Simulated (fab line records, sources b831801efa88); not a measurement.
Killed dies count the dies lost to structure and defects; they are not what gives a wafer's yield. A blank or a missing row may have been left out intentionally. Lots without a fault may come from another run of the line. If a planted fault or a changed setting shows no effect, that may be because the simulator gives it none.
What tool caused it? ; flow sky130 ; Sampling: 11 lots, 33 wafers, 3 of 708 route steps

## WHAT THE GAUGES READ, wafer by wafer
SKY_LDD_N_TW_MEAS_17. Usual: LDD_N_TW gives 2603 (standard deviation 18).
lot;measured;on;LDD_N_TW;flag
L742;day 18 17:20;filmMetro-04;2602 2595 2589;
L745;day 19 18:31;filmMetro-03;2625 2636 2630;
L747;day 20 13:58;filmMetro-03;2627 2623 2623;
L751;day 22 19:07;filmMetro-04;2602 2608 2603;
L749;day 22 19:02;filmMetro-03;2619 2611 2622;
L753;day 23 00:26;filmMetro-02;2580 2590 2588;
L758;day 24 04:48;filmMetro-02;2602 2594 2608;
L757;day 24 05:20;filmMetro-03;2635 2635 2637;
L760;day 24 23:57;filmMetro-02;2603 2595 2599;
L761;day 25 10:04;filmMetro-02;2605 2599 2588;
L762;day 25 18:24;filmMetro-02;2602 2598 2593;

## WHICH TOOL RAN EACH LOT (tool, then ch and the chambers of the sampled wafers, then the start)
lot;SKY_POLY_GATE_ETCH_17;SKY_POLY_GATE_STRIP_18
L742;rieSi-02 ch 0,1,3, day 17 07:46;plasmaAsher-04 ch 0,1, day 17 07:51
L745;rieSi-01 ch 1,2,3, day 18 04:24;plasmaAsher-04 ch 0,1, day 18 04:27
L747;rieSi-02 ch 0,2,3, day 19 06:07;plasmaAsher-02 ch 0,1, day 19 06:11
L751;rieSi-01 ch 0,2,3, day 21 08:33;plasmaAsher-03 ch 0,1, day 21 08:36
L749;rieSi-02 ch 1,3, day 21 08:41;plasmaAsher-03 ch 0,1, day 21 08:45
L753;rieSi-01 ch 0,2,3, day 21 11:32;plasmaAsher-03 ch 0,1, day 21 11:35
L758;rieSi-02 ch 1,2,3, day 22 19:33;plasmaAsher-03 ch 0,1, day 22 19:36
L757;rieSi-01 ch 0,1, day 22 20:30;plasmaAsher-02 ch 0,1, day 22 20:33
L760;rieSi-01 ch 0,1,3, day 23 14:39;plasmaAsher-04 ch 0,1, day 23 14:42
L761;rieSi-02 ch 0,2, day 24 02:10;plasmaAsher-03 ch 0,1, day 24 02:14
L762;rieSi-01 ch 0,3, day 24 10:23;plasmaAsher-04 ch 0,1, day 24 10:29
- SKY_POLY_GATE_ETCH_17: etches poly-Si in HBr/Cl2, stops on SiO2, target depth 180 nm, time 70.5 s.
- SKY_POLY_GATE_STRIP_18: strips in O2/N2.

## WHAT THE TOOLS THEMSELVES READ (means of the sampled wafers that have a number; where no wafer has one, the mark that the record gives instead)
SKY_POLY_GATE_ETCH_17. Usual: HBr_flow_sccm 150.0 sccm, standard deviation 0.45; biasW 100.0 W, standard deviation 0.33; drypumpMotorCurrentA 5.4 A, standard deviation 0.54; oesProductAu 0.986 a.u., standard deviation 0.0075; throttleValvePct 33.685 %, standard deviation 0.0093.
lot;tool;HBr_flow_sccm (sccm);biasW (W);drypumpMotorCurrentA (A);oesProductAu (a.u.);throttleValvePct (%);flag
L742;rieSi-02;149.8;100.0;5.7;0.979;33.689;
L745;rieSi-01;150.0;100.1;5.6;0.978;33.676;
L747;rieSi-02;149.8;100.4;5.4;0.983;33.688;
L751;rieSi-01;-;-;-;-;-;OFF
L749;rieSi-02;-;-;-;-;-;OFF
L753;rieSi-01;-;-;-;-;-;OFF
L758;rieSi-02;149.3;99.7;5.4;0.982;33.689;
L757;rieSi-01;149.7;100.2;4.8;0.987;33.684;
L760;rieSi-01;150.2;99.8;5.3;0.984;33.682;
L761;rieSi-02;150.4;100.0;5.2;0.976;33.686;
L762;rieSi-01;150.3;100.2;5.8;0.975;33.685;

SKY_POLY_GATE_STRIP_18. Usual: drypumpMotorCurrentA 5.9 A, standard deviation 0.34; oesProductAu 0.360 a.u., standard deviation 0.004; stripTimeToEndpointS 3.16 s, standard deviation 0.039.
lot;tool;drypumpMotorCurrentA (A);oesProductAu (a.u.);stripTimeToEndpointS (s);flag
L742;plasmaAsher-04;6.1;0.358;3.19;
L745;plasmaAsher-04;6.1;0.364;3.20;
L747;plasmaAsher-02;6.0;0.359;3.13;
L751;plasmaAsher-03;5.9;0.402;4.20;OFF
L749;plasmaAsher-03;5.9;0.403;4.18;OFF
L753;plasmaAsher-03;5.7;0.402;4.19;OFF
L758;plasmaAsher-03;5.9;0.359;3.18;
L757;plasmaAsher-02;6.0;0.361;3.19;
L760;plasmaAsher-04;6.1;0.362;3.20;
L761;plasmaAsher-03;5.9;0.361;3.14;
L762;plasmaAsher-04;6.1;0.359;3.12;

## THE ANSWER, worked out from the rows above alone
Rule: a lot counts as off when the mean over its wafers that have a number is more than 3 standard deviations away from the usual mean. A lot without any number at a reading at which 4 lots or more have one is off too. All remaining lots with rows at the step are treated as sound. After the gauges, taken in route order, come the tools' own readings; for these a lot's mean is taken, as printed above. The first step at which some lot is off is used, and at that step the reading that is off furthest; a lot without a number counts as furthest.
Off: L751, L749, L753, at SKY_POLY_GATE_ETCH_17 (HBr_flow_sccm). Without a number there: L751, L749, L753.
If a tool, at that step or one of the process steps before it, ran each lot that is off and ran no sound lot following the first of them, it fits. No candidate that was tried fits.

## WHAT HAD BEEN PUT IN BY THE SIMULATOR
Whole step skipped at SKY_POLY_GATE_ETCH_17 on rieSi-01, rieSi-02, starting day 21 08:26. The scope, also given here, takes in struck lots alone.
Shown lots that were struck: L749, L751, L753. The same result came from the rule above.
